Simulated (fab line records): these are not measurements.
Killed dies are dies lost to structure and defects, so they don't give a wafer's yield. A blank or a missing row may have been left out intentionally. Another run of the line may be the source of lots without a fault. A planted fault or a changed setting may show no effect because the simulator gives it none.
A lot that was struck, set against a sound lot | flow sky130 | 43 out of 708 route steps
Sound: these wafers, L447.1, L447.2, L447.3. Struck: wafer L452.4 (left out: L452.1, L452.5 of the same lot, which were not struck); the cause appears at the end.
At each step with rows: each side's tool, then ch and its chambers, then its first start. Under that, the readings that differ: sound wafers | struck wafers | difference of the means | sigmas: that difference in standard deviations of wafers without a fault.
alike: words and numbers the same on both sides, and readings whose means are apart by under 2 such deviations; not compared: readings that were withheld, readings missing a value for some wafer, numbers with overlapping values and no deviation given by the record, and bounds like >300 which may hide the same value.
A row with sigmas, a row that says differs or no value, or rows on one side alone: a step with any of these is where the two part. Non-overlapping numbers with no deviation appear without sigmas and do not part them. A reading missing from all wafers of one side parts the sides only when that side holds two or more wafers.

SKY_VIA3_BOW_MEAS_03:
  struck on film_metro-04, day 39 21:53; sound on film_metro-02, day 38 20:42
  alike: VIA3_BOW
then, 8 steps without rows for these wafers: SKY_VIA3_DEHYDRATE_04 (time 60 s); SKY_VIA3_HMDS_05 (prime time 60 s); SKY_VIA3_COAT_06 (resist thk 60 nm); SKY_VIA3_COAT_07 (resist thk 450 nm); SKY_VIA3_SOFTBAKE_08 (time 90 s); SKY_VIA3_EXPOSE_09 (exposes mask VIM3, target cd 200 nm); SKY_VIA3_PEB_10; SKY_VIA3_DEVELOP_11 (develop time 60 s).
SKY_VIA3_CD_MEAS_12: the cd target is 200 nm.
  struck on cd_sem-01, day 40 22:03; sound on cd_sem-02, day 39 21:09
  alike: cd_nm
SKY_VIA3_OVL_MEAS_13:
  struck on overlay-02, day 40 22:10; sound on overlay-02, day 39 21:16
  alike: VIA3_OVL
SKY_VIA3_ETCH_14: etches BARC in N2/H2, stops on SiO2, time 45.9 s, target depth 60 nm.
  sound on rie_diel-01 ch 1,2,3, day 39 21:19; struck on rie_diel-02 ch 0, day 40 22:13
  reading                | sound   | struck | difference | sigmas
  rf_hours_counter_h (h) | 5 15 13 | 21     | +10        |
  alike: drypump_motor_current_A, oes_product_au, throttle_valve_pct
SKY_VIA3_ETCH_15: etches SiO2 in C4F8/O2/Ar, stops on TiN, target depth 507 nm, time 78 s.
  sound on rie_diel-01 ch 1,2,3, day 39 21:21; struck on rie_diel-02 ch 0, day 40 22:15
  reading                | sound   | struck | difference | sigmas
  rf_hours_counter_h (h) | 5 16 13 | 21     | +10        |
  alike: oes_product_au
then, 6 steps without rows for these wafers: SKY_VIA3_STRIP_16 (strips in O2/N2); SKY_VIA3_STRIP_17 (strips in post etch residue remover, time 1200 s); SKY_VIA3_CLEAN_18 (cleans in IPA, time 180 s); SKY_VIA3_CLEAN_19 (cleans in O3/DIW); SKY_VIA3_SPUTTER_20 (material TiN, target thk 20 nm, time 80 s); SKY_VIA3_CVD_21 (deposits W, target thk 390 nm, time 117.31 s).
SKY_VIA3_RS_MEAS_22: uses a four-point probe to measure.
  struck on film_metro-01, day 40 23:13; sound on film_metro-02, day 39 22:11
  alike: VIA3_W_RS
SKY_VIA3_THK_MEAS_23: measures by xrf.
  struck on film_metro-01, day 40 23:20; sound on film_metro-02, day 39 22:18
  alike: VIA3_W_THK
SKY_VIA3_CMP_24: polishes, stops on SiO2, t overpolish 20 s, target thk 0 nm.
  sound on cmp-01 ch 0,2,3, day 39 22:22; struck on cmp-02 ch 0, day 40 23:28
  reading              | sound                | struck | difference | sigmas
  overpolish_run_s (s) | 20.007 20.008 20.021 | 19.992 | -0.020     | -2
  alike: motor_current_A, time_to_endpoint_s
then, 3 steps without rows for these wafers: SKY_METAL4_SPUTTER_00 (material Ti, target thk 15 nm, time 10 s); SKY_METAL4_SPUTTER_01 (material TiN, target thk 20 nm, time 16.7 s); SKY_METAL4_SPUTTER_02 (material AlCu, target thk 735 nm, time 39.1 s).
SKY_METAL4_SPUTTER_03: material Ti, target thk 5 nm, time 3.365 s.
  struck on pvd_sputter-02, day 40 23:51; sound on pvd_sputter-03, day 39 22:45
  alike: cathode_dc_power_W, throttle_valve_pct
then, 1 step without rows for these wafers: SKY_METAL4_SPUTTER_04 (material TiN, target thk 70 nm, time 58.3 s).
SKY_CAP2M_CVD_00: deposits SiO2, target thk 15.5 nm.
  sound on pecvd-04 ch 0,1,2, day 39 22:49; struck on pecvd-04 ch 1, day 40 23:55
  alike: heater_power_w
SKY_CAP2M_THK_MEAS_01:
  struck on film_metro-04, day 40 23:56; sound on film_metro-03, day 39 22:50
  alike: CAP2M_CVD_00_THK
SKY_CAP2M_SPUTTER_02: material TiN, target thk 200 nm, time 166.7 s.
  struck on pvd_sputter-03, day 41 00:00; sound on pvd_sputter-01, day 39 22:54
  alike: cathode_dc_power_W, throttle_valve_pct
SKY_CAP2M_RS_MEAS_03: uses a four-point probe to measure.
  struck on film_metro-04, day 41 00:07; sound on film_metro-04, day 39 23:01
  alike: CAP2M_TIN_RS
SKY_CAP2M_THK_MEAS_04: measures by xrf.
  struck on film_metro-04, day 41 00:14; sound on film_metro-04, day 39 23:08
  alike: CAP2M_TIN_THK
then, 7 steps without rows for these wafers: SKY_CAP2M_DEHYDRATE_05 (time 60 s); SKY_CAP2M_HMDS_06 (prime time 60 s); SKY_CAP2M_COAT_07 (resist thk 1140 nm); SKY_CAP2M_SOFTBAKE_08 (time 60 s); SKY_CAP2M_EXPOSE_09 (exposes mask CAP2M, target cd 1000 nm); SKY_CAP2M_PEB_10; SKY_CAP2M_DEVELOP_11 (develop time 60 s).
SKY_CAP2M_OVL_MEAS_12:
  struck on overlay-01, day 42 00:02; sound on overlay-02, day 40 23:20
  alike: CAP2M_OVL
then, 2 steps without rows for these wafers: SKY_CAP2M_METAL_ETCH_13 (etches TiN in Cl2/BCl3, stops on SiO2, target depth 220 nm, time 62.9 s); SKY_CAP2M_STRIP_14 (strips in O2/N2).
-- the record jumps here: 5 days lie between the struck wafers' starts before and after (it left off in module CAP2M and takes up again in module PAD_OPEN, whose first step shown is number 708 of the route) --
SKY_PAD_OPEN_PROBE_99:
  struck on prober-02, day 46 21:55; sound on prober-01, day 45 23:21
  reading                               | sound               | struck | difference | sigmas
  defect_limited_yield (%)              | 84.3 83.1 79.3      | 73.4   | -8.8       | -5
  killed_at_M0_to_M3                    | 36 39 48            | 94     | +53        | +9
  killed_at_other                       | 0 1 0               | 2      | +2         | +3
  killed_dies                           | 77 83 102           | 131    | +44        | +5
  sort_bin_3_pad_short (%)              | 0.6 0.2 1.0         | 4.1    | +3.5       | +8
  sort_bin_5_function (%)               | 10.8 10.4 13.8      | 15.7   | +4.0       | +3
  sort_n_pass                           | 415 409 390         | 361    | -44        | -5
  sort_yield_pct (%)                    | 84.3 83.1 79.3      | 73.4   | -8.8       | -5
  model.etest.tester.sort_n_pass        | 415 409 390         | 361    | -44        |
  model.etest.tester.sort_yield_pct (%) | 84.35 83.13 79.27   | 73.37  | -8.88      |
  model.etest.tester.sort_bin_5_pct (%) | 10.77 10.37 13.82   | 15.65  | +4.00      |
  model.etest.tester.sort_bin_3_pct (%) | 0.6098 0.2033 1.016 | 4.065  | +3.455     |
  alike: killed_at_M4_up, killed_at_contacts, killed_at_front_end, killed_open, killed_short, sort_bin_6_memory

== WHERE THEY PART ==
First at SKY_VIA3_CMP_24; last, within this record, at SKY_PAD_OPEN_PROBE_99.

WHY: what the simulator had put in
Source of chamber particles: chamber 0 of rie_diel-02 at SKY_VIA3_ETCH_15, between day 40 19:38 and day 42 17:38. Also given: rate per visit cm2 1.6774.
